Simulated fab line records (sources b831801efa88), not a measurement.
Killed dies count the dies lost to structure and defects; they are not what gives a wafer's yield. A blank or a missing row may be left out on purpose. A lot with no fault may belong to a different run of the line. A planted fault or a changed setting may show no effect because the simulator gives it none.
Comparing a struck lot with a sound one :: flow sky130 :: 14 steps out of a route of 708
Sound: the wafers L703.1, L703.2, L703.3. The struck wafers were L698.2, L698.3, L698.5. The cause is named last.
At each step with rows: each side's tool, then ch and its chambers, then its first start. Under that, the readings that differ: sound wafers :: struck wafers :: difference of the means :: sigmas: that difference in standard deviations of wafers without a fault.
alike: readings with means less than 2 such deviations apart, plus words and numbers identical on both sides. not compared: withheld readings, readings lacking a value on some wafer, bounds such as >300 that could conceal the same value, and numbers that have no deviation in the record and whose values overlap.
Wherever a step has rows on one side only, a row that says differs or no value, or a row with sigmas, the two part there. Non-overlapping numbers with no deviation appear without sigmas and do not part them. A reading missing from all wafers of one side parts the sides only when that side holds two or more wafers.

first, 6 steps without rows for these wafers: SKY_PASSIVATION_HMDS_05 (prime time 60 s); SKY_PASSIVATION_COAT_06 (resist thk 3000 nm); SKY_PASSIVATION_SOFTBAKE_07; SKY_PASSIVATION_EXPOSE_08 (exposes mask NSM, target cd 3000 nm); SKY_PASSIVATION_PEB_09; SKY_PASSIVATION_DEVELOP_10 (develop time 60 s).
SKY_PASSIVATION_ETCH_11: etches the open film in CF4/O2, stops on AlCu, target depth 725 nm, time 161.1 s.
  sound on rie_diel-03 ch 0,1,2, day 48 03:01; struck on rie_diel-04 ch 0,2, day 46 16:28
reading: drypump_motor_current_A (A)
sound: 5.7 6.5 6.1
struck: 4.8 5.7 4.8
difference: -1.0
sigmas: -2
  alike: chamber_pressure_mTorr, oes_product_au, throttle_valve_pct
  not compared: rf_hours_counter_h
SKY_PASSIVATION_STRIP_12: strips in O2/N2.
  sound on plasma_asher-01 ch 0,1, day 48 03:07; struck on plasma_asher-02 ch 0,1, day 46 16:34
  alike: chamber_pressure_mTorr, drypump_motor_current_A, oes_product_au, strip_time_to_endpoint_s
  not compared: rf_hours_counter_h
then, 4 steps without rows for these wafers: SKY_PAD_OPEN_DEHYDRATE_00 (time 60 s); SKY_PAD_OPEN_HMDS_01 (prime time 60 s); SKY_PAD_OPEN_COAT_02 (resist thk 3000 nm); SKY_PAD_OPEN_SOFTBAKE_03.
SKY_PAD_OPEN_EXPOSE_04: exposes mask PDM, target cd 60000 nm.
  struck on iline_stepper-01, day 47 03:17; sound on iline_stepper-02 ch 0, day 48 11:52
  no value came back on the struck wafers for exposure_dose_mJ_cm2, focus_offset_nm (nm); on the sound wafers exposure_dose_mJ_cm2 reads 260.11 260.07 260.26
  alike: mask
following that, these wafers have no rows for 1 step: SKY_PAD_OPEN_PEB_05.

== WHERE THEY PART ==
At SKY_PASSIVATION_ETCH_11 first; at SKY_PAD_OPEN_EXPOSE_04 last (within this record only).

WHY: what the simulator had put in
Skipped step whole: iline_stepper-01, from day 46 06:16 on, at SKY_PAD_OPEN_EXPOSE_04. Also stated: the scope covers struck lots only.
